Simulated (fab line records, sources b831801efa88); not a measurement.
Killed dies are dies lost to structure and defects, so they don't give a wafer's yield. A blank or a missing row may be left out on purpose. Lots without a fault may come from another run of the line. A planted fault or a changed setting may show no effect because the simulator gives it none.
fab line records | flow gf180mcu
record lots=5 wafers=15 last_day=34
route steps=602 shown V1@360 M2@362 V2@382
lots that met no fault: from a run of the same line without faults
start_h: hours from the record's first day to the start of the lot's first wafer shown | wait_h: hours since the lot's step before | " the same as in the row above | L1.1+2: a row that stands for several wafers | - no value, or no start given | * or withheld: withheld | < > ~ a bound
route shown NAME@n: a module of which the file shows steps, and the number in the route of the first | usual: mean/standard deviation of fault-free wafers | same: alike in all rows | chamber/n: place in a boat | sites: the reading at each site | _std_site: their standard deviation | _edge_site: outer sites' mean less inner sites' | radius_mm: how far each site lies from the wafer's centre | mask NAME#n: copy n | behind: the tool/chamber that last shaped the wafer | hold: why the lot was held/for how many hours/how that ended | device: the transistor (n, p or np) that didn't switch | end of line: the same wafers' tests at the end of the route | a step without rows: its recipe alone | killed: dies lost to structure and defects at the first sort, not the wafer's yield | map: a wafer's dies, x killed, . not, _ none there
set.NAME: the setting as run; set.NAME@STEP: as run at that earlier step | model.NAME: the simulator's own value behind a step, which no gauge read
lots at some steps of the route; a table a step, a row a wafer
services: from which hour (start_h, from the record's first day; less than 0 if before it) a tool's chamber was out of use, for how many hours, and why
## steps
# step GF_V1_THK_MEAS_25
# recipe thk_meas_gauge=xrf reads=W_of_V1_CVD_23
# usual V1_W_THK=346/4.1
# columns lot.wafer tool chamber start_h wait_h V1_W_THK[nm]
L078.2 film_metro-04 - 451.42 0.1 342
L078.4 " - " " 340
L078.5 " - " " 340
L079.1 film_metro-03 - 459.47 0.1 344
L079.3 " - " " 343
L079.6 " - " " 341
L090.1 film_metro-03 - 560.88 0.1 348
L090.2 " - " " 347
L090.3 " - " " 350
L092.2 film_metro-01 - 568.65 0.1 349
L092.4 " - " " 350
L092.6 " - " " 348
L096.1 film_metro-04 - 600.44 0.1 347
L096.4 " - " " 350
L096.6 " - " " 348
# step GF_V1_CMP_26
# recipe stop_on=SiO2 down_force_psi=3.5 platen_rpm=60 t_overpolish_s=15 target_thk_nm=0 pad_velocity_m_s=0.94248
# usual motor_current_A=10.4/0.96 overpolish_run_s=15.000/0.0095 slurry_filter_dp_kPa=13.50/0.15 time_to_endpoint_s=84.5/2.7
# columns lot.wafer tool chamber start_h wait_h motor_current_A overpolish_run_s slurry_filter_dp_kPa time_to_endpoint_s
L078.4 cmp-02 3 451.47 0.0 9.0 14.994 13.50 86.4
L078.2 " 2 " " 9.3 15.007 13.28 87.7
L078.5 " 0 " " 11.0 15.003 13.36 85.1
L079.3 cmp-01 2 459.58 0.1 11.6 15.003 13.45 83.1
L079.1 " 3 " " 10.5 15.002 13.65 79.6
L079.6 " 1 " " 9.9 15.003 13.32 83.0
L090.2 cmp-01 2 560.94 0.0 11.3 15.006 13.43 87.0
L090.1 " 3 " " 10.4 14.996 13.71 83.8
L090.3 " 1 " " 9.5 15.008 13.34 80.7
L092.2 cmp-02 1 569.27 0.6 10.8 14.983 13.43 81.3
L092.4 " 2 " " 10.2 14.995 13.57 83.2
L092.6 " 0 " " 10.8 14.994 13.41 82.2
L096.1 cmp-02 0 600.64 0.2 11.1 15.000 13.84 89.5
L096.4 " 1 " " 10.8 14.972 13.44 87.4
L096.6 " 1 " " 10.7 14.979 13.20 88.0
# step GF_M2_SPUTTER_00
# recipe material=Ti target_thk_nm=37.5 arriving_ion_energy_ev=80 substrate_temp_c=200 chamber_pressure_pa=2 power_w=4000 time_s=150
# usual cathode_dc_power_W=4000.0/0.68 throttle_valve_pct=30.3/0.87
# columns lot.wafer tool chamber start_h wait_h cathode_dc_power_W throttle_valve_pct
L078.2 pvd_sputter-03 - 451.77 0.1 4000.3 30.9
L078.4 " - " " 4000.6 31.4
L078.5 " - " " 3999.1 31.4
L079.1 pvd_sputter-03 - 459.83 0.1 4000.2 30.7
L079.3 " - " " 4000.3 29.2
L079.6 " - " " 4000.6 31.4
L090.1 pvd_sputter-02 - 561.24 0.2 4000.1 29.4
L090.2 " - " " 3999.3 29.2
L090.3 " - " " 4000.3 30.3
L092.2 pvd_sputter-01 - 569.47 0.1 4000.2 30.4
L092.4 " - " " 3999.0 30.6
L092.6 " - " " 3999.1 30.4
L096.1 pvd_sputter-03 - 600.94 0.2 3999.6 31.0
L096.4 " - " " 3999.5 31.8
L096.6 " - " " 4000.6 29.6
# step GF_M2_SPUTTER_01
# recipe material=TiN target_thk_nm=30 power_w=6500 time_s=25 chamber_pressure_pa=0.4
# usual cathode_dc_power_W=6500.1/1.4 throttle_valve_pct=30.3/0.88
# columns lot.wafer tool chamber start_h wait_h cathode_dc_power_W throttle_valve_pct
L078.2 pvd_sputter-03 - 451.87 0.1 6497.8 30.8
L078.4 " - " " 6498.3 31.2
L078.5 " - " " 6499.9 31.4
L079.1 pvd_sputter-03 - 459.93 0.1 6503.5 31.0
L079.3 " - " " 6502.5 29.3
L079.6 " - " " 6499.7 31.4
L090.1 pvd_sputter-02 - 561.34 0.1 6499.7 29.2
L090.2 " - " " 6497.5 29.1
L090.3 " - " " 6500.6 30.5
L092.2 pvd_sputter-01 - 569.57 0.1 6498.9 30.4
L092.4 " - " " 6499.9 30.5
L092.6 " - " " 6497.2 30.4
L096.1 pvd_sputter-03 - 601.05 0.1 6501.0 30.7
L096.4 " - " " 6499.1 32.0
L096.6 " - " " 6499.3 29.3
# step GF_M2_SPUTTER_02
# recipe material=AlCu target_thk_nm=450 power_w=10600 time_s=23.9 chamber_pressure_pa=0.4
# usual cathode_dc_power_W=10600/1.9 throttle_valve_pct=30.3/0.87
# columns lot.wafer tool chamber start_h wait_h cathode_dc_power_W throttle_valve_pct
L078.2 pvd_sputter-03 - 451.90 0.0 10600 30.9
L078.4 " - " " 10603 30.8
L078.5 " - " " 10604 31.2
L079.1 pvd_sputter-03 - 459.96 0.0 10601 30.8
L079.3 " - " " 10600 29.2
L079.6 " - " " 10601 31.1
L090.1 pvd_sputter-02 - 561.38 0.0 10600 29.1
L090.2 " - " " 10605 29.1
L090.3 " - " " 10602 30.3
L092.2 pvd_sputter-01 - 569.60 0.0 10598 30.5
L092.4 " - " " 10600 30.5
L092.6 " - " " 10598 30.4
L096.1 pvd_sputter-03 - 601.09 0.0 10599 31.0
L096.4 " - " " 10600 31.9
L096.6 " - " " 10596 29.5
# step GF_M2_SPUTTER_03
# recipe material=Ti target_thk_nm=10 substrate_temp_c=300 chamber_pressure_pa=0.3 power_w=3000 time_s=6.7
# usual cathode_dc_power_W=3000.0/0.54 throttle_valve_pct=30.3/0.86
# columns lot.wafer tool chamber start_h wait_h cathode_dc_power_W throttle_valve_pct
L078.2 pvd_sputter-03 - 451.93 0.0 2998.9 31.0
L078.4 " - " " 2999.2 31.4
L078.5 " - " " 3000.0 31.2
L079.1 pvd_sputter-03 - 459.99 0.0 3000.1 30.9
L079.3 " - " " 2999.1 29.5
L079.6 " - " " 2999.4 31.2
L090.1 pvd_sputter-02 - 561.41 0.0 3000.0 29.2
L090.2 " - " " 3000.3 28.9
L090.3 " - " " 2999.8 30.3
L092.2 pvd_sputter-01 - 569.63 0.0 2999.4 30.4
L092.4 " - " " 3000.2 30.6
L092.6 " - " " 3000.1 30.2
L096.1 pvd_sputter-03 - 601.12 0.0 3000.2 30.8
L096.4 " - " " 2999.6 31.7
L096.6 " - " " 3000.1 29.3
# step GF_M2_SPUTTER_04
# recipe material=TiN target_thk_nm=50 power_w=6500 time_s=41.7 chamber_pressure_pa=0.4
# usual cathode_dc_power_W=6500.2/1.1 throttle_valve_pct=30.3/0.89
# columns lot.wafer tool chamber start_h wait_h cathode_dc_power_W throttle_valve_pct
L078.2 pvd_sputter-03 - 451.95 0.0 6498.6 30.9
L078.4 " - " " 6501.5 31.4
L078.5 " - " " 6498.6 31.2
L079.1 pvd_sputter-03 - 460.01 0.0 6502.1 30.5
L079.3 " - " " 6499.4 29.4
L079.6 " - " " 6501.4 31.1
L090.1 pvd_sputter-02 - 561.43 0.0 6502.0 29.5
L090.2 " - " " 6499.0 29.2
L090.3 " - " " 6498.4 30.4
L092.2 pvd_sputter-01 - 569.65 0.0 6499.2 30.4
L092.4 " - " " 6500.1 30.7
L092.6 " - " " 6499.2 30.4
L096.1 pvd_sputter-03 - 601.14 0.0 6500.7 31.3
L096.4 " - " " 6502.3 32.0
L096.6 " - " " 6501.7 29.2
# step GF_M2_RS_MEAS_05
# recipe thk_meas_gauge=four-point-probe reads=TiN_of_M2_SPUTTER_04+Ti_of_M2_SPUTTER_03+AlCu_of_M2_SPUTTER_02+TiN_of_M2_SPUTTER_01+Ti_of_M2_SPUTTER_00
# usual M2_ALCU_RS=0.0695/0.00078
# columns lot.wafer tool chamber start_h wait_h M2_ALCU_RS[ohm/sq]
L078.2 film_metro-02 - 452.01 0.0 0.0697
L078.4 " - " " 0.0700
L078.5 " - " " 0.0695
L079.1 film_metro-01 - 460.05 0.0 0.0689
L079.3 " - " " 0.0689
L079.6 " - " " 0.0683
L090.1 film_metro-02 - 561.47 0.0 0.0701
L090.2 " - " " 0.0697
L090.3 " - " " 0.0704
L092.2 film_metro-03 - 569.71 0.0 0.0696
L092.4 " - " " 0.0688
L092.6 " - " " 0.0696
L096.1 film_metro-01 - 601.19 0.0 0.0686
L096.4 " - " " 0.0694
L096.6 " - " " 0.0690
# step GF_M2_THK_MEAS_06
# recipe thk_meas_gauge=xrf reads=AlCu_of_M2_SPUTTER_02
# usual M2_ALCU_THK=446/5.4
# columns lot.wafer tool chamber start_h wait_h M2_ALCU_THK[nm]
L078.2 film_metro-02 - 452.12 0.1 451
L078.4 " - " " 450
L078.5 " - " " 452
L079.1 film_metro-01 - 460.17 0.1 445
L079.3 " - " " 445
L079.6 " - " " 451
L090.1 film_metro-02 - 561.59 0.1 444
L090.2 " - " " 443
L090.3 " - " " 442
L092.2 film_metro-03 - 569.82 0.1 445
L092.4 " - " " 451
L092.6 " - " " 445
L096.1 film_metro-01 - 601.31 0.1 451
L096.4 " - " " 447
L096.6 " - " " 448
# step GF_M2_DEHYDRATE_07
# recipe temp_c=200 time_s=60
# columns lot.wafer tool chamber start_h wait_h
L078.2+4+5 litho_track-03 0 463.40 11.3
L079.1+3+6 litho_track-02 0 471.32 11.1
L090.1+2+3 litho_track-03 0 571.97 10.4
L092.2+4+6 litho_track-03 0 579.20 9.4
L096.1+4+6 litho_track-01 0 610.94 9.6
# step GF_M2_HMDS_08
# recipe prime_time_s=60 prime_temp_c=120
# same prime_time_s=60
# columns lot.wafer tool chamber start_h wait_h
L078.2+4+5 litho_track-03 0 463.55 0.1
L079.1+3+6 litho_track-02 0 471.47 0.1
L090.1+2+3 litho_track-03 0 572.12 0.1
L092.2+4+6 litho_track-03 0 579.35 0.1
L096.1+4+6 litho_track-01 0 611.09 0.1
# step GF_M2_COAT_09
# recipe resist=KrF spin_rpm=withheld resist_thk_nm=1000
# columns lot.wafer tool chamber start_h wait_h
L078.2+4+5 litho_track-03 0 463.70 0.1
L079.1+3+6 litho_track-02 0 471.62 0.1
L090.1+2+3 litho_track-03 0 572.27 0.1
L092.2+4+6 litho_track-03 0 579.50 0.1
L096.1+4+6 litho_track-01 0 611.24 0.1
# step GF_M2_SOFTBAKE_10
# recipe temp_c=130 time_s=60 resist=KrF
# columns lot.wafer tool chamber start_h wait_h
L078.2+4+5 litho_track-03 0 463.85 0.1
L079.1+3+6 litho_track-02 0 471.77 0.1
L090.1+2+3 litho_track-03 0 572.42 0.1
L092.2+4+6 litho_track-03 0 579.65 0.1
L096.1+4+6 litho_track-01 0 611.39 0.1
# step GF_M2_EXPOSE_11
# recipe mask_id=Metal2 target_cd_nm=280 na=0.68 source_shape=conventional sigma_outer=0.6 dose_mj=28
# usual reticle_temp_C=22.99/0.12 stage_vel_mm_s=500.00/0.24
# columns lot.wafer tool chamber start_h wait_h mask reticle_temp_C stage_vel_mm_s
L078.2 krf_scanner-02 0 - - Metal2#0 22.92 500.07
L078.4 " 0 " " Metal2#0 22.78 499.94
L078.5 " 0 " " Metal2#0 22.90 500.06
L079.1 krf_scanner-01 0 - - Metal2#0 22.85 499.94
L079.3 " 0 " " Metal2#0 22.82 499.93
L079.6 " 0 " " Metal2#0 22.68 500.35
L090.1 krf_scanner-02 0 - - Metal2#0 22.94 500.12
L090.2 " 0 " " Metal2#0 22.98 499.88
L090.3 " 0 " " Metal2#0 23.16 500.34
L092.2 krf_scanner-01 0 - - Metal2#0 22.95 499.95
L092.4 " 0 " " Metal2#0 22.89 500.23
L092.6 " 0 " " Metal2#0 22.88 499.98
L096.1 krf_scanner-02 0 - - Metal2#0 23.13 499.79
L096.4 " 0 " " Metal2#0 22.98 499.91
L096.6 " 0 " " Metal2#0 23.15 499.93
# step GF_M2_PEB_12
# recipe peb_temp_c=135 peb_time_s=90 resist=KrF
# columns lot.wafer tool chamber start_h wait_h
L078.2+4+5 litho_track-01 0 - -
L079.1+3+6 litho_track-02 0 - -
L090.1+2+3 litho_track-03 0 - -
L092.2+4+6 litho_track-01 0 - -
L096.1+4+6 litho_track-01 0 - -
# step GF_M2_DEVELOP_13
# recipe develop_time_s=60 dev_temp_c=21
# columns lot.wafer tool chamber start_h wait_h
L078.2+4+5 litho_track-01 0 476.27 0.2
L079.1+3+6 litho_track-02 0 483.72 0.2
L090.1+2+3 litho_track-03 0 582.57 0.2
L092.2+4+6 litho_track-01 0 590.07 0.2
L096.1+4+6 litho_track-01 0 621.79 0.2
# step GF_M2_CD_MEAS_14
# recipe target_cd_nm=280
# usual cd_nm=280.1/1.4
# columns lot.wafer tool chamber start_h wait_h cd_nm
L078.2 cd_sem-01 - 476.41 0.1 280.6
L078.4 " - " " 281.3
L078.5 " - " " 280.2
L079.1 cd_sem-01 - 483.87 0.1 283.5
L079.3 " - " " 282.0
L079.6 " - " " 281.3
L090.1 cd_sem-01 - 582.72 0.1 282.6
L090.2 " - " " 282.6
L090.3 " - " " 282.1
L092.2 cd_sem-02 - 590.21 0.1 280.2
L092.4 " - " " 280.6
L092.6 " - " " 280.4
L096.1 cd_sem-01 - 621.94 0.1 281.1
L096.4 " - " " 281.0
L096.6 " - " " 282.0
# step GF_M2_OVL_MEAS_15
# usual M2_OVL=2/5.8
# columns lot.wafer tool chamber start_h wait_h M2_OVL[nm]
L078.2 overlay-01 - 476.52 0.1 3
L078.4 " - " " 7
L078.5 " - " " 4
L079.1 overlay-02 - 483.99 0.1 4
L079.3 " - " " 7
L079.6 " - " " 0
L090.1 overlay-01 - 582.84 0.1 7
L090.2 " - " " 3
L090.3 " - " " 15
L092.2 overlay-01 - 590.32 0.1 4
L092.4 " - " " 3
L092.6 " - " " -2
L096.1 overlay-01 - 622.06 0.1 0
L096.4 " - " " -4
L096.6 " - " " -4
# step GF_M2_METAL_ETCH_16
# recipe chemistry=Cl2/BCl3 mask_material=KrF target_depth_nm=627.5 stop_on=SiO2 pressure_mtorr=8 icp_w=800 bias_w=140 Cl2_flow_sccm=80 bcl3_flow_sccm=40 time_s=104.6
# usual drypump_motor_current_A=5.57/0.21 he_backside_leak_sccm=3.20/0.13 oes_product_au=0.972/0.0069 throttle_valve_pct=28.250/0.011
# columns lot.wafer tool chamber start_h wait_h drypump_motor_current_A he_backside_leak_sccm oes_product_au rf_hours_counter_h throttle_valve_pct
L078.2 rie_metal-03 0 476.55 0.0 5.59 3.14 0.966 3.5 28.256
L078.4 " 0 " " 5.61 3.18 0.965 - 28.239
L078.5 " 0 " " 5.56 3.14 0.965 - 28.246
L079.1 rie_metal-03 1 484.02 0.0 5.93 3.04 0.975 9.3 28.235
L079.3 " 1 " " 5.95 2.98 0.979 - 28.251
L079.6 " 1 " " 5.94 3.11 0.982 - 28.234
L090.1 rie_metal-03 1 582.88 0.0 5.93 3.04 0.969 11.5 28.246
L090.2 " 0 " " 5.58 2.98 0.969 6.4 28.242
L090.3 " 1 " " 5.94 3.07 0.966 - 28.251
L092.2 rie_metal-02 0 590.35 0.0 5.59 3.38 0.973 11.9 28.254
L092.4 " 0 " " 5.57 3.43 0.975 - 28.253
L092.6 " 0 " " 5.63 3.20 0.971 - 28.232
L096.1 rie_metal-02 0 622.10 0.0 5.62 3.24 0.982 13.0 28.255
L096.4 " 1 " " 5.55 3.33 0.973 - 28.247
L096.6 " 0 " " 5.62 3.27 0.973 - 28.246
# step GF_M2_STRIP_17
# recipe chemistry=O2/N2 power_w=1400 pressure_mtorr=1500 platen_temp_c=250 o2_flow_sccm=3000 n2_flow_sccm=300 overash_fraction=0.5
# usual drypump_motor_current_A=5.3/0.5 heater_power_w=327/23 oes_product_au=0.557/0.0045 strip_time_to_endpoint_s=7.86/0.035
# same overash_fraction=0.5
# columns lot.wafer tool chamber start_h wait_h drypump_motor_current_A heater_power_w oes_product_au rf_hours_counter_h strip_time_to_endpoint_s
L078.2 plasma_asher-04 1 476.66 0.1 5.1 339 0.551 37 7.90
L078.4 " 1 " " 5.1 333 0.562 - 7.87
L078.5 " 0 " " 5.3 344 0.564 - 7.85
L079.1 plasma_asher-03 0 484.13 0.1 4.9 306 0.569 5 7.86
L079.3 " 0 " " 4.9 297 0.550 - 7.83
L079.6 " 0 " " 4.9 314 0.553 - 7.84
L090.1 plasma_asher-04 0 582.99 0.1 5.3 344 0.559 50 7.85
L090.2 " 1 " " 5.1 343 0.564 50 7.85
L090.3 " 0 " " 5.3 342 0.554 - 7.89
L092.2 plasma_asher-03 1 590.46 0.1 5.0 300 0.562 11 7.91
L092.4 " 1 " " 5.0 308 0.558 - 7.88
L092.6 " 1 " " 5.0 301 0.560 - 7.88
L096.1 plasma_asher-04 0 622.21 0.1 5.3 340 0.562 54 7.87
L096.4 " 0 " " 5.3 344 0.551 - 7.88
L096.6 " 1 " " 5.2 332 0.567 - 7.88
# step GF_M2_STRIP_18
# recipe chemistry=post_etch_residue_remover time_s=1200 temp_c=72.5
# usual temp_c=72.51/0.14
# columns lot.wafer tool chamber start_h wait_h temp_c
L078.2 wet_bench-02 1 476.76 0.1 72.52
L078.4 " 1 " " 72.52
L078.5 " 1 " " 72.50
L079.1 wet_bench-02 0 484.23 0.1 72.29
L079.3 " 0 " " 72.36
L079.6 " 0 " " 72.43
L090.1 wet_bench-02 2 583.09 0.1 72.40
L090.2 " 2 " " 72.56
L090.3 " 2 " " 72.52
L092.2 wet_bench-02 2 590.56 0.1 72.50
L092.4 " 2 " " 72.65
L092.6 " 2 " " 72.31
L096.1 wet_bench-02 0 622.42 0.2 72.59
L096.4 " 0 " " 72.64
L096.6 " 0 " " 72.70
# step GF_M2_CLEAN_19
# recipe chemistry=DIW dry=n2_spin
# columns lot.wafer tool chamber start_h wait_h
L078.2+4+5 wet_bench-01 0 477.10 0.0
L079.1+3+6 wet_bench-01 3 484.58 0.0
L090.1+2+3 wet_bench-04 3 583.46 0.0
L092.2+4+6 wet_bench-04 2 590.93 0.0
L096.1+4+6 wet_bench-04 0 622.76 0.0
# step GF_V2_CVD_00
# recipe material=SiO2 target_thk_nm=600 sigma_open_frac=0.3 temp_c=400 time_s=100 sih4_flow_sccm=60 pressure_mtorr=6
# columns lot.wafer tool chamber start_h wait_h
L078.2+4+5 hdpcvd-01 0,0,2 477.20 0.0
L079.1+3+6 hdpcvd-01 0,2,2 484.67 0.0
L090.1+2+3 hdpcvd-01 1,0,2 583.57 0.0
L092.2+4+6 hdpcvd-01 0,2,0 591.02 0.0
L096.1+4+6 hdpcvd-02 1,0,2 622.86 0.0
# step GF_V2_THK_MEAS_01
# recipe reads=SiO2_of_V2_CVD_00
# usual V2_CVD_00_THK=599/5.8
# columns lot.wafer tool chamber start_h wait_h V2_CVD_00_THK[nm]
L078.2 film_metro-03 - 477.28 0.0 608
L078.4 " - " " 593
L078.5 " - " " 595
L079.1 film_metro-02 - 484.74 0.0 600
L079.3 " - " " 598
L079.6 " - " " 599
L090.1 film_metro-04 - 583.64 0.0 594
L090.2 " - " " 601
L090.3 " - " " 600
L092.2 film_metro-04 - 591.11 0.0 592
L092.4 " - " " 586
L092.6 " - " " 595
L096.1 film_metro-04 - 622.93 0.0 601
L096.4 " - " " 598
L096.6 " - " " 604
# step GF_V2_CVD_02
# recipe material=SiO2 target_thk_nm=850 precursor=TEOS temp_c=400 time_s=94.851 rf_w=600
# usual heater_power_w=681/120
# columns lot.wafer tool chamber start_h wait_h heater_power_w
L078.2 pecvd-02 0 477.33 0.0 598
L078.4 " 0 " " 629
L078.5 " 2 " " 656
L079.1 pecvd-03 0 484.80 0.1 930
L079.3 " 2 " " 608
L079.6 " 0 " " 730
L090.1 pecvd-03 0 583.70 0.1 879
L090.2 " 1 " " 772
L090.3 " 2 " " 692
L092.2 pecvd-01 1 591.16 0.0 532
L092.4 " 1 " " 559
L092.6 " 0 " " 640
L096.1 pecvd-01 0 622.99 0.1 706
L096.4 " 1 " " 526
L096.6 " 0 " " 642
# step GF_V2_THK_MEAS_03
# recipe reads=SiO2_of_V2_CVD_02
# usual V2_CVD_02_THK=853/9.3
# columns lot.wafer tool chamber start_h wait_h V2_CVD_02_THK[nm]
L078.2 film_metro-02 - 477.41 0.0 846
L078.4 " - " " 854
L078.5 " - " " 856
L079.1 film_metro-04 - 484.87 0.0 840
L079.3 " - " " 841
L079.6 " - " " 842
L090.1 film_metro-02 - 583.77 0.0 845
L090.2 " - " " 848
L090.3 " - " " 845
L092.2 film_metro-02 - 591.27 0.1 830
L092.4 " - " " 851
L092.6 " - " " 857
L096.1 film_metro-04 - 623.09 0.1 838
L096.4 " - " " 850
L096.6 " - " " 847
# step GF_V2_CMP_04
# recipe material=SiO2 down_force_psi=4 platen_rpm=60 pad_velocity_m_s=0.94248
# usual motor_current_A=11.2/1.2 slurry_filter_dp_kPa=13.51/0.14 time_to_endpoint_s=83/4.3
# columns lot.wafer tool chamber start_h wait_h motor_current_A slurry_filter_dp_kPa time_to_endpoint_s
L078.4 cmp-02 3 477.51 0.1 9.4 13.40 84
L078.2 " 0 " " 12.8 13.54 81
L078.5 " 3 " " 9.1 13.52 83
L079.1 cmp-02 2 484.98 0.1 10.4 13.62 79
L079.3 " 3 " " 9.5 13.47 78
L079.6 " 2 " " 10.9 13.49 79
L090.1 cmp-02 1 583.88 0.1 12.3 13.55 81
L090.3 " 2 " " 10.7 13.59 83
L090.2 " 3 " " 9.2 13.76 82
L092.2 cmp-01 0 591.37 0.1 11.8 13.56 74
L092.4 " 1 " " 10.3 13.52 83
L092.6 " 3 " " 12.0 13.50 80
L096.4 cmp-01 2 623.25 0.1 12.6 13.47 80
L096.1 " 3 " " 11.9 13.90 75
L096.6 " 0 " " 11.8 13.52 81
# step GF_V2_BOW_MEAS_05
# recipe mode=bow
# usual V2_BOW=99/6.8
# columns lot.wafer tool chamber start_h wait_h V2_BOW[um]
L078.2 film_metro-03 - 477.78 0.2 113
L078.4 " - " " 97
L078.5 " - " " 101
L079.1 film_metro-04 - 485.23 0.2 105
L079.3 " - " " 101
L079.6 " - " " 94
L090.1 film_metro-04 - 584.13 0.2 104
L090.2 " - " " 98
L090.3 " - " " 103
L092.2 film_metro-02 - 591.64 0.2 91
L092.4 " - " " 91
L092.6 " - " " 102
L096.1 film_metro-04 - 623.45 0.1 100
L096.4 " - " " 97
L096.6 " - " " 100
# step GF_V2_DEHYDRATE_06
# recipe temp_c=200 time_s=60
# columns lot.wafer tool chamber start_h wait_h
L078.2+4+5 litho_track-03 0 489.30 11.5
L079.1+3+6 litho_track-03 0 496.47 11.2
L090.1+2+3 litho_track-03 0 594.72 10.6
L092.2+4+6 litho_track-01 0 601.87 10.2
L096.1+4+6 litho_track-03 0 633.07 9.6
# step GF_V2_HMDS_07
# recipe prime_time_s=60 prime_temp_c=120
# same prime_time_s=60
# columns lot.wafer tool chamber start_h wait_h
L078.2+4+5 litho_track-03 0 489.45 0.1
L079.1+3+6 litho_track-03 0 496.62 0.1
L090.1+2+3 litho_track-03 0 594.87 0.1
L092.2+4+6 litho_track-01 0 602.02 0.1
L096.1+4+6 litho_track-03 0 633.22 0.1
# step GF_V2_COAT_08
# recipe resist=BARC temp_c=withheld time_s=withheld spin_rpm=withheld resist_thk_nm=withheld
# columns lot.wafer tool chamber start_h wait_h
L078.2+4+5 litho_track-03 0 489.60 0.1
L079.1+3+6 litho_track-03 0 496.77 0.1
L090.1+2+3 litho_track-03 0 595.02 0.1
L092.2+4+6 litho_track-01 0 602.17 0.1
L096.1+4+6 litho_track-03 0 633.37 0.1
## services
# columns tool chamber start_h hours kind
plasma_asher-03 - 432.21 2.2 repair
pvd_sputter-02 - 433.55 6.3 repair
hdpcvd-01 - 452.05 1.6 repair
krf_scanner-01 - 456.87 0.2 repair
pecvd-01 1 458.97 22.1 repair
pvd_sputter-01 - 470.14 4.0 repair
cmp-02 - 493.21 12.0 pm
krf_scanner-02 - 498.71 0.3 repair
hdpcvd-01 0 506.28 7.2 repair
cmp-02 - 506.31 1.1 repair
hdpcvd-01 - 522.28 2.8 pm
rie_metal-03 1 528.33 10.6 repair
cmp-02 - 532.14 2.1 pm
krf_scanner-02 - 533.73 0.8 pm
krf_scanner-02 - 535.19 1.0 pm
krf_scanner-02 - 536.19 1.3 pm
wet_bench-02 - 549.33 2.3 repair
pvd_sputter-03 - 558.30 1.1 repair
cmp-01 - 564.08 6.5 pm
cmp-02 - 572.00 4.0 pm
cmp-01 - 579.25 1.5 repair
cmp-02 - 584.14 0.7 repair
pvd_sputter-01 - 600.61 1.0 repair
plasma_asher-04 - 604.75 5.0 repair
## key
fault none
